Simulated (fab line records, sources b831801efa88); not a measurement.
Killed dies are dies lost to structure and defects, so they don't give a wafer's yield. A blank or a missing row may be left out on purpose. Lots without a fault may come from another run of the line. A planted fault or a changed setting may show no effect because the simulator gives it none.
fab line records | flow gf180mcu | part 2 of 2: steps 32 to 40 of 40
record lots=5 wafers=15 last_day=35
route steps=602 shown M2@367 V2@382
lots that met no fault: from a run of the same line without faults
start_h: hours from the record's first day to the start of the lot's first wafer shown | wait_h: hours since the lot's step before | " the same as in the row above | L1.1+2: a row that stands for several wafers | - no value, or no start given | * or withheld: withheld | < > ~ a bound
route shown NAME@n: a module of which the file shows steps, and the number in the route of the first | usual: mean/standard deviation of fault-free wafers | same: alike in all rows | chamber/n: place in a boat | sites: the reading at each site | _std_site: their standard deviation | _edge_site: outer sites' mean less inner sites' | radius_mm: how far each site lies from the wafer's centre | mask NAME#n: copy n | behind: the tool/chamber that last shaped the wafer | hold: why the lot was held/for how many hours/how that ended | device: the transistor (n, p or np) that didn't switch | end of line: the same wafers' tests at the end of the route | a step without rows: its recipe alone | killed: dies lost to structure and defects at the first sort, not the wafer's yield | map: a wafer's dies, x killed, . not, _ none there
set.NAME: the setting as run; set.NAME@STEP: as run at that earlier step | model.NAME: the simulator's own value behind a step, which no gauge read
lots at some steps of the route; a table a step, a row a wafer
services: from which hour (start_h, from the record's first day; less than 0 if before it) a tool's chamber was out of use, for how many hours, and why
## steps
# step GF_V2_ETCH_16
# recipe chemistry=N2/H2 target_depth_a=withheld overetch_a=withheld time_s=withheld target=BARC ion_energy_ev=200 source_w=500 bias_w=100 pressure_mtorr=30 n2_flow_sccm=100 h2_flow_sccm=200
# usual drypump_motor_current_A=5.7/0.42 oes_product_au=0.854/0.0045 throttle_valve_pct=13.225/0.0098
# columns lot.wafer tool chamber start_h wait_h drypump_motor_current_A oes_product_au throttle_valve_pct
L079.2 rie_diel-03 0 533.63 0.0 6.4 0.857 13.240
L079.3 " 3 " " 5.5 0.849 13.217
L079.6 " 2 " " 6.2 0.855 13.222
L081.1 rie_diel-02 0 545.40 0.0 5.8 0.849 13.211
L081.4 " 2 " " 5.7 0.854 13.220
L081.6 " 3 " " 5.1 0.854 13.219
L087.2 rie_diel-01 2 594.55 0.0 6.0 0.859 13.235
L087.3 " 0 " " 5.8 0.856 13.214
L087.5 " 1 " " 5.9 0.854 13.239
L095.2 rie_diel-02 2 647.23 0.0 5.7 0.858 13.221
L095.5 " 0 " " 5.7 0.851 13.215
L095.6 " 1 " " 4.9 0.859 13.225
L097.3 rie_diel-02 3 662.05 0.0 5.1 0.854 13.227
L097.5 " 1 " " 4.9 0.852 13.229
L097.6 " 0 " " 5.7 0.860 13.231
# step GF_V2_ETCH_17
# recipe chemistry=C4F8/O2/Ar mask_material=KrF target=SiO2 stop_on=TiN source_w=1500 bias_w=1200 pressure_mtorr=40 c4f8_flow_sccm=withheld O2_flow_sccm=6 Ar_flow_sccm=300 time_s=withheld target_depth_a=6300
# usual oes_product_au=0.856/0.0053
# columns lot.wafer tool chamber start_h wait_h oes_product_au
L079.2 rie_diel-03 0 - - 0.860
L079.3 " 3 " " 0.855
L079.6 " 2 " " 0.852
L081.1 rie_diel-02 0 - - 0.846
L081.4 " 2 " " 0.861
L081.6 " 3 " " 0.856
L087.2 rie_diel-01 2 - - 0.852
L087.3 " 0 " " 0.848
L087.5 " 1 " " 0.849
L095.2 rie_diel-02 2 - - 0.849
L095.5 " 0 " " 0.848
L095.6 " 1 " " 0.864
L097.3 rie_diel-02 3 - - 0.861
L097.5 " 1 " " 0.859
L097.6 " 0 " " 0.867
# step GF_V2_STRIP_18
# recipe chemistry=O2/N2 power_w=1400 pressure_mtorr=1500 platen_temp_c=250 o2_flow_sccm=3000 n2_flow_sccm=300 overash_fraction=0.5
# usual drypump_motor_current_A=5.8/0.43 heater_power_w=306/39 o2_flow_sccm=3002/8.8 oes_product_au=0.592/0.0043
# columns lot.wafer tool chamber start_h wait_h drypump_motor_current_A heater_power_w o2_flow_sccm oes_product_au rf_hours_counter_h
L079.2 plasma_asher-03 1 533.76 - 5.6 280 2999 0.584 74
L079.3 " 0 " " 6.0 301 2999 0.595 -
L079.6 " 0 " " 6.0 292 3006 0.588 -
L081.1 plasma_asher-03 1 545.53 - 5.6 282 3007 0.582 75
L081.4 " 0 " " 6.0 303 3005 0.599 -
L081.6 " 0 " " 6.0 305 3000 0.593 -
L087.2 plasma_asher-01 0 594.68 - 5.6 269 3004 0.590 16
L087.3 " 1 " " 5.1 317 3004 0.586 -
L087.5 " 0 " " 5.7 273 3017 0.592 -
L095.2 plasma_asher-03 1 647.36 - 5.6 283 3012 0.594 87
L095.5 " 1 " " 5.6 279 3014 0.589 -
L095.6 " 0 " " 6.0 292 2998 0.583 -
L097.3 plasma_asher-03 0 662.21 - 6.0 292 2999 0.595 -
L097.5 " 0 " " 6.0 305 2995 0.594 -
L097.6 " 1 " " 5.6 282 2994 0.594 -
# step GF_V2_STRIP_19
# recipe chemistry=post_etch_residue_remover time_s=1200 temp_c=72.5
# columns lot.wafer tool chamber start_h wait_h
L079.2+3+6 wet_bench-01 0 533.86 0.1
L081.1+4+6 wet_bench-03 2 545.63 0.1
L087.2+3+5 wet_bench-01 1 594.78 0.1
L095.2+5+6 wet_bench-03 3 647.46 0.1
L097.3+5+6 wet_bench-03 0 662.28 0.0
# step GF_V2_CLEAN_20
# recipe chemistry=DIW dry=n2_spin
# columns lot.wafer tool chamber start_h wait_h
L079.2+3+6 wet_bench-03 0 534.24 0.0
L081.1+4+6 wet_bench-01 3 545.97 0.0
L087.2+3+5 wet_bench-03 1 595.46 0.0
L095.2+5+6 wet_bench-01 0 647.83 0.0
L097.3+5+6 wet_bench-01 1 662.62 0.0
# step GF_V2_SPUTTER_21
# recipe material=Ti target_thk_nm=15 chamber_pressure_pa=5 power_w=2500 substrate_temp_c=200 time_s=80.02
# usual substrate_temp_c=199.99/0.16 throttle_valve_pct=30.0/0.85
# columns lot.wafer tool chamber start_h wait_h substrate_temp_c throttle_valve_pct
L079.2 pvd_sputter-04 - 534.33 0.0 200.21 30.0
L079.3 " - " " 200.09 31.7
L079.6 " - " " 199.94 29.7
L081.1 pvd_sputter-04 - 546.08 0.0 199.88 29.5
L081.4 " - " " 199.94 29.8
L081.6 " - " " 199.76 29.7
L087.2 pvd_sputter-03 - 595.55 0.0 199.99 31.2
L087.3 " - " " 199.88 29.4
L087.5 " - " " 200.15 31.0
L095.2 pvd_sputter-01 - 647.93 0.0 200.14 29.5
L095.5 " - " " 199.81 30.3
L095.6 " - " " 199.94 29.0
L097.3 pvd_sputter-03 - 662.80 0.0 200.12 31.2
L097.5 " - " " 199.99 29.2
L097.6 " - " " 199.95 29.8
# step GF_V2_SPUTTER_22
# recipe material=TiN target_thk_nm=10 chamber_pressure_pa=5 power_w=4000 time_s=40
# usual throttle_valve_pct=30.0/0.84
# columns lot.wafer tool chamber start_h wait_h throttle_valve_pct
L079.2 pvd_sputter-04 - 534.39 0.0 29.6
L079.3 " - " " 31.7
L079.6 " - " " 29.8
L081.1 pvd_sputter-04 - 546.14 0.0 30.0
L081.4 " - " " 29.9
L081.6 " - " " 29.8
L087.2 pvd_sputter-03 - 595.61 0.0 30.9
L087.3 " - " " 29.3
L087.5 " - " " 31.2
L095.2 pvd_sputter-01 - 647.99 0.0 29.4
L095.5 " - " " 30.7
L095.6 " - " " 28.9
L097.3 pvd_sputter-03 - 662.86 0.0 31.4
L097.5 " - " " 29.1
L097.6 " - " " 29.9
# step GF_V2_CVD_23
# recipe material=W target_thk_nm=350 time_s=104.94 temp_c=400 pressure_torr=40
# usual heater_power_w=880/28
# columns lot.wafer tool chamber start_h wait_h heater_power_w
L079.2 cvd_w-02 0 534.43 0.0 904
L079.3 " 0 " " 869
L079.6 " 0 " " 886
L081.1 cvd_w-01 0 546.18 0.0 843
L081.4 " 0 " " 825
L081.6 " 0 " " 825
L087.2 cvd_w-02 1 595.65 0.0 902
L087.3 " 0 " " 876
L087.5 " 0 " " 885
L095.2 cvd_w-01 1 648.03 0.0 904
L095.5 " 0 " " 842
L095.6 " 1 " " 899
L097.3 cvd_w-02 0 662.94 0.1 897
L097.5 " 0 " " 896
L097.6 " 1 " " 893
# step GF_V2_RS_MEAS_24
# recipe thk_meas_gauge=four-point-probe reads=W_of_V2_CVD_23+TiN_of_V2_SPUTTER_22+Ti_of_V2_SPUTTER_21
# usual V2_W_RS=0.331/0.0038
# columns lot.wafer tool chamber start_h wait_h V2_W_RS[ohm/sq]
L079.2 film_metro-03 - 534.56 0.1 0.334
L079.3 " - " " 0.333
L079.6 " - " " 0.332
L081.1 film_metro-03 - 546.41 0.2 0.329
L081.4 " - " " 0.332
L081.6 " - " " 0.329
L087.2 film_metro-03 - 595.78 0.1 0.332
L087.3 " - " " 0.333
L087.5 " - " " 0.329
L095.2 film_metro-02 - 648.16 0.1 0.328
L095.5 " - " " 0.328
L095.6 " - " " 0.326
L097.3 film_metro-02 - 663.05 0.1 0.330
L097.5 " - " " 0.332
L097.6 " - " " 0.329
## services
# columns tool chamber start_h hours kind
pvd_sputter-04 - 475.07 0.8 repair
cvd_w-02 0 479.88 12.4 repair
pvd_sputter-04 - 480.02 4.1 repair
hdpcvd-01 - 489.02 2.8 pm
rie_diel-02 - 497.87 2.8 pm
rie_diel-02 2 501.10 14.8 repair
pecvd-03 - 513.86 6.0 pm
hdpcvd-01 - 521.93 54.4 repair
pecvd-03 1 526.12 6.7 repair
krf_scanner-02 - 547.84 4.4 pm
cvd_w-02 1 548.56 22.7 repair
krf_scanner-02 - 552.88 0.8 pm
krf_scanner-02 - 554.19 3.6 pm
pvd_sputter-04 - 556.33 110.0 repair
krf_scanner-02 - 557.74 1.0 pm
cvd_w-02 - 570.92 6.9 pm
rie_diel-02 2 571.30 4.1 repair
krf_scanner-02 - 576.03 1.3 pm
hdpcvd-01 - 576.38 15.0 pm
pecvd-03 - 591.12 14.0 pm
rie_metal-02 1 619.01 33.2 repair
plasma_asher-03 - 632.86 4.0 pm
pecvd-03 - 644.97 16.2 repair
cmp-02 - 657.38 1.3 repair
